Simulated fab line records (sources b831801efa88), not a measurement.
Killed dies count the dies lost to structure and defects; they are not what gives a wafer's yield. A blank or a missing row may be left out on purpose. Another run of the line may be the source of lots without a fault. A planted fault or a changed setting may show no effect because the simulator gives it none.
One fault seen from 2 desks :: flow sky130 :: every desk sees just its own numbers, and what lay behind them comes last

## AT THE TOOL OWNER'S DESK: pecvd-02
The tool's own readings at SKY_CAP2M_CVD_00 (deposits SiO2, target thk 15.5 nm): means of the sampled wafers that have a number, for each lot that ran on this tool. Marked OUT: a lot whose mean sits more than 4 standard deviations from the usual mean, which makes it out of limits; the brackets give that distance.
Columns: A = heater power w at SKY_CAP2M_CVD_00, usual 738 W; B = susceptor temp C at SKY_CAP2M_CVD_00, usual 400.00 C
lot: L953
first seen here: day 41 09:07
A: 750
B: 399.91

lot: L956
first seen here: day 42 02:17
A: 758
B: 399.94

lot: L961
first seen here: day 43 05:42
A: 709
B: 399.86

lot: L963
first seen here: day 43 07:54
A: 737
B: 399.94

lot: L972
first seen here: day 45 22:38
A: 731
B: 400.11
This desk's finding: nothing out of limits on any of the 5 lots.

## AT THE METROLOGY DESK
What the gauges read, lot by lot, whatever tool the lot ran on: means of the sampled wafers that have a number. Marked OUT: a lot whose mean sits more than 4 standard deviations from the usual mean, which makes it out of limits; the brackets give that distance.
Columns: A = VIA3_BOW at SKY_VIA3_BOW_MEAS_03, usual 79 um; B = VIA3_W_RS at SKY_VIA3_RS_MEAS_22, usual 0.290 ohm/sq; C = CAP2M_CVD_00_THK at SKY_CAP2M_THK_MEAS_01, usual 15.40 nm
lot: L951
first seen here: day 39 07:27
A: 74
B: 0.285
C: 15.25

lot: L952
first seen here: day 40 05:40
A: 83
B: 0.289
C: 15.35

lot: L953
first seen here: day 40 06:59
A: 89
B: 0.290
C: 15.53

lot: L956
first seen here: day 41 00:34
A: 79
B: 0.294
C: 27.98 (+60) OUT

lot: L961
first seen here: day 42 05:04
A: 78
B: 0.287
C: 27.94 (+60) OUT

lot: L963
first seen here: day 42 07:31
A: 82
B: 0.289
C: 28.06 (+60) OUT

lot: L965
first seen here: day 43 18:10
A: 76
B: 0.293
C: 15.35

lot: L967
first seen here: day 43 18:31
A: 82
B: 0.292
C: 15.22

lot: L970
first seen here: day 44 13:47
A: 82
B: 0.293
C: 15.35

lot: L972
first seen here: day 44 23:25
A: 88
B: 0.288
C: 15.50

lot: L973
first seen here: day 45 02:24
A: 83
B: 0.284
C: 15.44
This desk's result: L956, L961, L963 out of limits, first on L956 (CAP2M_CVD_00_THK at SKY_CAP2M_THK_MEAS_01), day 42 02:20. In limits: L951, L952, L953, L965, L967, L970, L972, L973.

## TAKEN TOGETHER
On L956, L961, L963, the metrology desk was in a position to raise an alarm at day 42 02:20.
The desk of the tool owner found nothing out of limits.
Tool owner's desk: L956, L961, L963 on record, inside its limits.
The lots listed all ran SKY_CAP2M_CVD_00 on pecvd-02.

## WHAT HAD BEEN PUT IN BY THE SIMULATOR
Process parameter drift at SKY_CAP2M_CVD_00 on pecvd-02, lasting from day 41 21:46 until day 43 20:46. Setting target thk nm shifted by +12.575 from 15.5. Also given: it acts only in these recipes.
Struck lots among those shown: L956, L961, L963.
Hours from the fault's start to each desk's first reading out of limits: the metrology desk, 5.
